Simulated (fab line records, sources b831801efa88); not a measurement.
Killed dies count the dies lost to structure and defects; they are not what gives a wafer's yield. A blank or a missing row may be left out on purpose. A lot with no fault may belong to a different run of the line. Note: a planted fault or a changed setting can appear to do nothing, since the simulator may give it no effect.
fab line records	flow gf180mcu
record: lots: 6	wafers: 18	last_day: 34
route steps=602 shown V4@493 MIM@503
lots that met no fault: from a run of the same line without faults
start_h: the number of hours between the record's first day and the start of the first shown wafer of the lot	wait_h: hours since the lot's step before	" unchanged from the row above	L1.1+2: one row covering several wafers at once	- no value present, or no start provided	* or withheld: withheld	< > ~ a bound
route shown NAME@n: a module of which the file shows steps, and the number in the route of the first	usual: mean/standard deviation taken from wafers without a fault	same: alike in all rows	chamber/n: place in a boat	sites: readings site by site	_std_site: how widely they spread, as a standard deviation	_edge_site: inner sites' mean taken away from outer sites' mean	radius_mm: how far each site lies from the wafer's centre	mask NAME#n: copy n	behind: the most recent tool/chamber to have shaped the wafer	hold: why the lot went on hold/how many hours it stayed there/how the hold came to an end	device: names the non-switching transistor (n, p or np)	end of line: tests of these same wafers at the route's end	a step without rows: its recipe alone	killed: not the wafer's yield, but the dies lost to structure and defects at the first sort	map: a wafer's dies, x killed, . not, _ none there
set.NAME: the run value of the setting; set.NAME@STEP: its run value at that earlier step	model.NAME: the simulator's own value behind a step, which no gauge read
lots seen at some steps along the route; tables by step, rows by wafer
services: the hour from which a tool's chamber was out of use, counted from the record's first day as start_h (under 0 if before that day), plus the number of hours and why
== steps ==
step: GF_V4_ETCH_17
recipe: chemistry: C4F8/O2/Ar	mask_material: KrF	target: SiO2	stop_on: TiN	source_w: 1500	bias_w: 1200	pressure_mtorr: 40	c4f8_flow_sccm: withheld	O2_flow_sccm: 6	Ar_flow_sccm: 300	time_s: withheld	target_depth_a: 6300
step: GF_V4_STRIP_18
recipe: chemistry: O2/N2	power_w: 1400	pressure_mtorr: 1500	platen_temp_c: 250	o2_flow_sccm: 3000	n2_flow_sccm: 300	overash_fraction: 0.5
usual: drypump_motor_current_A: 5.8/0.47	heater_power_w: 318/54	oes_product_au: 0.593/0.0049
lot.wafer	tool	chamber	start_h	wait_h	drypump_motor_current_A	heater_power_w	oes_product_au	rf_hours_counter_h
L258.1	plasma_asher-01	0	585.67	-	5.5	278	0.589	46
L258.4	"	1	"	"	5.0	352	0.596	-
L258.6	"	0	"	"	5.5	286	0.598	-
L261.2	plasma_asher-02	0	609.22	-	5.4	386	0.594	16
L261.4	"	0	"	"	5.4	384	0.592	-
L261.5	"	1	"	"	5.9	270	0.589	-
L266.1	plasma_asher-03	1	650.07	-	6.5	362	0.597	106
L266.2	"	0	"	"	6.3	247	0.594	106
L266.3	"	0	"	"	6.3	249	0.599	-
L267.1	plasma_asher-02	0	656.02	-	5.3	396	0.586	21
L267.3	"	0	"	"	5.4	383	0.593	-
L267.6	"	0	"	"	5.3	388	0.596	-
L273.2	plasma_asher-03	0	699.47	-	6.3	256	0.596	111
L273.4	"	0	"	"	6.2	245	0.591	-
L273.6	"	1	"	"	6.5	369	0.594	-
L277.2	plasma_asher-01	1	722.77	-	5.0	357	0.596	62
L277.4	"	1	"	"	5.0	343	0.597	-
L277.5	"	0	"	"	5.6	283	0.594	-
step: GF_V4_STRIP_19
recipe: chemistry: post_etch_residue_remover	time_s: 1200	temp_c: 72.5
step: GF_V4_CLEAN_20
recipe: chemistry: DIW	dry: n2_spin
step: GF_V4_SPUTTER_21
recipe: material: Ti	target_thk_nm: 15	chamber_pressure_pa: 5	power_w: 2500	substrate_temp_c: 200	time_s: 80.02
usual: cathode_dc_power_W: 2500.0/0.49	chamber_pressure_pa: 4.999/0.0095	throttle_valve_pct: 30.4/0.73
lot.wafer	tool	chamber	start_h	wait_h	cathode_dc_power_W	chamber_pressure_pa	throttle_valve_pct
L258.1	pvd_sputter-04	-	586.20	0.0	2499.4	4.984	30.3
L258.4	"	-	"	"	2500.6	5.012	30.4
L258.6	"	-	"	"	2499.0	4.981	30.3
L261.2	pvd_sputter-02	-	609.76	0.0	2500.3	4.998	29.9
L261.4	"	-	"	"	2499.7	5.005	30.6
L261.5	"	-	"	"	2499.7	5.007	30.6
L266.1	pvd_sputter-02	-	650.61	0.0	2498.8	5.030	30.4
L266.2	"	-	"	"	2499.7	4.987	30.6
L266.3	"	-	"	"	2500.1	4.998	30.3
L267.1	pvd_sputter-03	-	656.56	0.0	2499.8	4.988	29.4
L267.3	"	-	"	"	2500.1	5.009	30.9
L267.6	"	-	"	"	2500.0	5.020	31.0
L273.2	pvd_sputter-02	-	700.01	0.0	2499.4	5.013	30.5
L273.4	"	-	"	"	2499.2	4.985	30.8
L273.6	"	-	"	"	2499.9	5.003	29.8
L277.2	pvd_sputter-03	-	723.33	0.0	2499.8	4.999	31.1
L277.4	"	-	"	"	2499.8	4.994	31.8
L277.5	"	-	"	"	2500.4	4.985	31.2
step: GF_V4_SPUTTER_22
recipe: material: TiN	target_thk_nm: 10	chamber_pressure_pa: 5	power_w: 4000	time_s: 40
usual: cathode_dc_power_W: 4000.0/0.7	chamber_pressure_pa: 5.001/0.0091	throttle_valve_pct: 30.4/0.71
lot.wafer	tool	chamber	start_h	wait_h	cathode_dc_power_W	chamber_pressure_pa	throttle_valve_pct
L258.1	pvd_sputter-04	-	586.26	0.0	4000.3	5.022	30.3
L258.4	"	-	"	"	4000.2	4.993	30.4
L258.6	"	-	"	"	3999.1	5.010	30.3
L261.2	pvd_sputter-02	-	609.82	0.0	4000.7	5.005	30.2
L261.4	"	-	"	"	4000.1	5.003	30.8
L261.5	"	-	"	"	3999.9	4.992	30.5
L266.1	pvd_sputter-02	-	650.67	0.0	3999.6	4.996	30.1
L266.2	"	-	"	"	3999.5	5.000	30.8
L266.3	"	-	"	"	4001.0	4.991	30.5
L267.1	pvd_sputter-03	-	656.62	0.0	3999.7	5.001	29.3
L267.3	"	-	"	"	3999.6	4.995	30.9
L267.6	"	-	"	"	4000.3	5.010	31.0
L273.2	pvd_sputter-02	-	700.07	0.0	3999.8	5.003	30.3
L273.4	"	-	"	"	4000.4	4.992	30.6
L273.6	"	-	"	"	3999.5	5.004	29.9
L277.2	pvd_sputter-03	-	723.39	0.0	3999.5	5.000	31.4
L277.4	"	-	"	"	4000.0	5.002	31.3
L277.5	"	-	"	"	4000.1	5.012	31.0
step: GF_V4_CVD_23
recipe: material: W	target_thk_nm: 350	time_s: 104.9	temp_c: 400	pressure_torr: 40
step: GF_V4_RS_MEAS_24
recipe: thk_meas_gauge: four-point-probe	reads: W_of_V4_CVD_23+TiN_of_V4_SPUTTER_22+Ti_of_V4_SPUTTER_21
usual: V4_W_RS: 0.327/0.0031
lot.wafer	tool	chamber	start_h	wait_h	V4_W_RS[ohm/sq]
L258.1	film_metro-01	-	586.41	0.1	0.334
L258.4	"	-	"	"	0.329
L258.6	"	-	"	"	0.332
L261.2	film_metro-03	-	609.99	0.1	0.328
L261.4	"	-	"	"	0.322
L261.5	"	-	"	"	0.329
L266.1	film_metro-03	-	650.82	0.1	0.326
L266.2	"	-	"	"	0.326
L266.3	"	-	"	"	0.329
L267.1	film_metro-01	-	656.77	0.1	0.327
L267.3	"	-	"	"	0.333
L267.6	"	-	"	"	0.331
L273.2	film_metro-02	-	700.28	0.1	0.326
L273.4	"	-	"	"	0.327
L273.6	"	-	"	"	0.327
L277.2	film_metro-03	-	723.56	0.1	0.324
L277.4	"	-	"	"	0.323
L277.5	"	-	"	"	0.325
step: GF_V4_THK_MEAS_25
recipe: thk_meas_gauge: xrf	reads: W_of_V4_CVD_23
usual: V4_W_THK: 361/4.3
lot.wafer	tool	chamber	start_h	wait_h	V4_W_THK[nm]
L258.1	film_metro-01	-	586.53	0.1	352
L258.4	"	-	"	"	358
L258.6	"	-	"	"	356
L261.2	film_metro-03	-	610.10	0.1	361
L261.4	"	-	"	"	367
L261.5	"	-	"	"	359
L266.1	film_metro-03	-	650.94	0.1	365
L266.2	"	-	"	"	366
L266.3	"	-	"	"	362
L267.1	film_metro-01	-	656.89	0.1	361
L267.3	"	-	"	"	355
L267.6	"	-	"	"	359
L273.2	film_metro-02	-	700.39	0.1	366
L273.4	"	-	"	"	363
L273.6	"	-	"	"	362
L277.2	film_metro-03	-	723.67	0.1	361
L277.4	"	-	"	"	362
L277.5	"	-	"	"	361
step: GF_V4_CMP_26
recipe: stop_on: SiO2	down_force_psi: 3.5	platen_rpm: 60	t_overpolish_s: 15	target_thk_nm: 0	pad_velocity_m_s: 0.94248
usual: motor_current_A: 11.0/1.2	overpolish_run_s: 15.000/0.0084	time_to_endpoint_s: 84/3.1
same: t_overpolish_s: 15
lot.wafer	tool	chamber	start_h	wait_h	motor_current_A	overpolish_run_s	time_to_endpoint_s
L258.1	cmp-01	0	586.59	0.1	9.8	15.011	84
L258.4	"	3	"	"	10.3	14.998	86
L258.6	"	0	"	"	10.3	15.004	85
L261.2	cmp-01	3	610.20	0.1	10.3	14.996	83
L261.4	"	1	"	"	11.1	14.995	83
L261.5	"	2	"	"	11.5	14.999	78
L266.2	cmp-02	3	651.05	0.1	12.8	15.012	80
L266.3	"	0	"	"	9.4	14.996	83
L266.1	"	1	"	"	10.7	15.001	84
L267.1	cmp-02	2	657.00	0.1	11.8	15.004	79
L267.3	"	0	"	"	10.0	15.001	80
L267.6	"	1	"	"	10.9	15.000	79
L273.4	cmp-02	0	700.44	0.0	9.3	14.999	86
L273.2	"	1	"	"	10.7	15.001	82
L273.6	"	0	"	"	9.6	15.000	85
L277.2	cmp-01	3	723.82	0.1	9.6	15.006	89
L277.4	"	0	"	"	10.0	15.003	89
L277.5	"	2	"	"	11.0	15.001	83
step: GF_MIM_SPUTTER_00
recipe: material: Ti	target_thk_nm: 37.5	arriving_ion_energy_ev: 80	substrate_temp_c: 200	chamber_pressure_pa: 2	power_w: 4000	time_s: 150
step: GF_MIM_SPUTTER_01
recipe: material: TiN	target_thk_nm: 30	power_w: 6500	time_s: 25	chamber_pressure_pa: 0.4
step: GF_MIM_SPUTTER_02
recipe: material: AlCu	target_thk_nm: 450	power_w: 10600	time_s: 23.9	chamber_pressure_pa: 0.4
usual: cathode_dc_power_W: 10600/2	chamber_pressure_pa: 0.4001/0.00074	throttle_valve_pct: 30.2/0.79
lot.wafer	tool	chamber	start_h	wait_h	cathode_dc_power_W	chamber_pressure_pa	throttle_valve_pct
L258.1	pvd_sputter-01	-	587.03	0.0	10598	0.4021	29.9
L258.4	"	-	"	"	10601	0.3990	30.1
L258.6	"	-	"	"	10602	0.4007	29.9
L261.2	pvd_sputter-04	-	610.58	0.0	10601	0.4001	28.5
L261.4	"	-	"	"	10600	0.3990	30.3
L261.5	"	-	"	"	10599	0.3988	30.0
L266.1	pvd_sputter-01	-	651.43	0.0	-	-	-
L266.2	"	-	"	"	-	-	-
L266.3	"	-	"	"	-	-	-
L267.1	pvd_sputter-01	-	657.38	0.0	-	-	-
L267.3	"	-	"	"	-	-	-
L267.6	"	-	"	"	-	-	-
L273.2	pvd_sputter-04	-	700.87	0.0	10606	0.3994	30.5
L273.4	"	-	"	"	10602	0.3993	30.1
L273.6	"	-	"	"	10602	0.3997	30.4
L277.2	pvd_sputter-03	-	724.15	0.0	10601	0.4013	31.6
L277.4	"	-	"	"	10599	0.3997	31.2
L277.5	"	-	"	"	10600	0.4001	30.5
step: GF_MIM_SPUTTER_03
recipe: material: Ti	target_thk_nm: 10	substrate_temp_c: 300	chamber_pressure_pa: 0.3	power_w: 3000	time_s: 6.7
usual: cathode_dc_power_W: 3000.0/0.56	chamber_pressure_pa: 0.3000/0.00059	throttle_valve_pct: 30.2/0.8
lot.wafer	tool	chamber	start_h	wait_h	cathode_dc_power_W	chamber_pressure_pa	throttle_valve_pct
L258.1	pvd_sputter-01	-	587.06	0.0	2999.7	0.2995	29.9
L258.4	"	-	"	"	3000.7	0.2999	29.9
L258.6	"	-	"	"	2998.4	0.3004	29.8
L261.2	pvd_sputter-04	-	610.61	0.0	2999.5	0.3004	28.4
L261.4	"	-	"	"	2999.3	0.2999	30.3
L261.5	"	-	"	"	2999.6	0.3000	30.1
L266.1	pvd_sputter-01	-	651.46	0.0	2999.4	0.3005	30.3
L266.2	"	-	"	"	3000.3	0.3000	29.6
L266.3	"	-	"	"	3000.7	0.2998	30.2
L267.1	pvd_sputter-01	-	657.41	0.0	2999.6	0.3002	29.9
L267.3	"	-	"	"	3000.4	0.2997	29.9
L267.6	"	-	"	"	3000.0	0.3005	30.0
L273.2	pvd_sputter-04	-	700.90	0.0	3000.3	0.2997	30.5
L273.4	"	-	"	"	2999.4	0.2990	30.2
L273.6	"	-	"	"	3000.3	0.2994	30.4
L277.2	pvd_sputter-03	-	724.18	0.0	2999.6	0.2999	31.4
L277.4	"	-	"	"	3001.0	0.3007	31.0
L277.5	"	-	"	"	3000.2	0.3001	30.3
== services ==
tool	chamber	start_h	hours	kind
cmp-01	-	565.78	4.6	repair
cmp-02	-	567.36	0.5	repair
cmp-02	-	572.00	4.0	pm
cmp-02	-	576.00	-	consumable_replace:conditioner
cmp-02	-	576.00	-	consumable_replace:pad
plasma_asher-02	-	580.96	28.1	pm
pvd_sputter-04	-	612.29	5.0	repair
cmp-02	-	630.74	3.7	pm
pvd_sputter-02	-	636.51	1.5	repair
plasma_asher-01	-	638.33	5.4	repair
plasma_asher-03	-	645.74	0.7	repair
plasma_asher-02	-	666.65	0.3	repair
plasma_asher-03	-	676.26	4.2	repair
cmp-01	-	678.15	1.9	repair
cmp-02	-	688.41	1.1	repair
pvd_sputter-03	-	691.60	4.9	repair
cmp-02	-	692.62	6.1	pm
plasma_asher-03	-	704.25	30.8	repair
cmp-01	-	704.51	5.8	pm
cmp-01	-	720.20	0.8	repair
== key ==
first_sign: step: GF_MIM_SPUTTER_02	reading: tool_record	direction: missing
effect none on later readings
met_at GF_MIM_SPUTTER_02
struck_wafers L266.1,L266.2,L266.3,L267.1,L267.3,L267.6
later_rows_left_out L266.1,L266.2,L266.3,L267.1,L267.3,L267.6
sort_left_out L266.1,L266.2,L266.3,L267.1,L267.3,L267.6
onset_between 587.03 651.43
fault: kind: skipped_step_whole	tool: pvd_sputter-01	chamber: -	onset_h: 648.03	steps: GF_MIM_SPUTTER_02	scope: struck_lots_only
sort_left_out: the simulated sort isn't trusted on such a fault, so these wafers' sort isn't shown, and their yield isn't known
later_rows_left_out: the simulator's readings of these wafers behind a module that went badly wrong aren't trusted and aren't shown, but for the sort
